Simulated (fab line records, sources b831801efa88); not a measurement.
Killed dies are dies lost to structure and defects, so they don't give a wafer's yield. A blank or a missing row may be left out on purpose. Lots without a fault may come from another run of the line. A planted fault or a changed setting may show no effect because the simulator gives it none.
One fault seen from 2 desks | flow gf180mcu | each desk has only its own numbers; what lay behind them comes last

THE METROLOGY DESK
What the gauges read, lot by lot, whatever tool the lot ran on: means of the sampled wafers that have a number. A lot is out of limits, marked OUT, if its mean lies more than 4 standard deviations from the usual mean; the brackets give that distance.
Columns: A = V2_CVD_02_THK at GF_V2_THK_MEAS_03, usual 842 nm; B = V2_W_RS at GF_V2_RS_MEAS_24, usual 0.328 ohm/sq; C = V2_W_THK at GF_V2_THK_MEAS_25, usual 337 nm
lot  | first seen here | A   | B               | C
L946 | day 19 09:52    | 831 | 0.330           | 332
L948 | day 20 07:04    | 832 | 0.326           | 346
L949 | day 20 19:21    | 859 | 0.330           | 337
L950 | day 21 02:03    | 841 | 0.324           | 344
L951 | day 21 17:43    | 848 | 0.324           | 336
L953 | day 22 18:43    | 842 | 0.330           | 338
L954 | day 23 00:28    | 854 | 0.324           | 346
L960 | day 24 20:31    | 836 | 0.391 (+14) OUT | 288 (-9.2) OUT
L961 | day 25 01:19    | 841 | 0.389 (+14) OUT | 296 (-7.7) OUT
L964 | day 26 03:42    | 825 | 0.328           | 334
This desk's finding: out of limits on L960, L961; first on L960, day 25 20:10 (V2_W_RS at GF_V2_RS_MEAS_24). In limits: L946, L948, L949, L950, L951, L953, L954, L964.

THE TOOL OWNER'S DESK: cvd_w-01
The tool's own readings at GF_V2_CVD_23 (deposits W, target thk 350 nm, time 104.94 s): means of the sampled wafers that have a number, for each lot that ran on this tool. A lot is out of limits, marked OUT, if its mean lies more than 4 standard deviations from the usual mean; the brackets give that distance.
Columns: A = heater_power_w at GF_V2_CVD_23, usual 872 W
lot  | first seen here | A
L948 | day 21 10:26    | 818
L950 | day 22 03:29    | 818
L951 | day 22 18:56    | 840
L960 | day 25 20:02    | 842
L961 | day 26 00:39    | 855
This desk's finding: nothing out of limits on any of the 5 lots.

PUT TOGETHER
The metrology desk could have raised an alarm at day 25 20:10, on L960, L961.
The tool owner's desk saw nothing out of limits.
The tool owner's desk has L960, L961 on record, within its limits.
Of the lots named, all ran GF_V2_CVD_23 on cvd_w-01.

WHAT THE SIMULATOR HAD PUT IN
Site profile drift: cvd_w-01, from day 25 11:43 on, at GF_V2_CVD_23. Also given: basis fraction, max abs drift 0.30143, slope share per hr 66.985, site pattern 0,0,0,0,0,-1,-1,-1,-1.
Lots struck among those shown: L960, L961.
Hours from the fault's start to each desk's first reading out of limits: the metrology desk, 8.
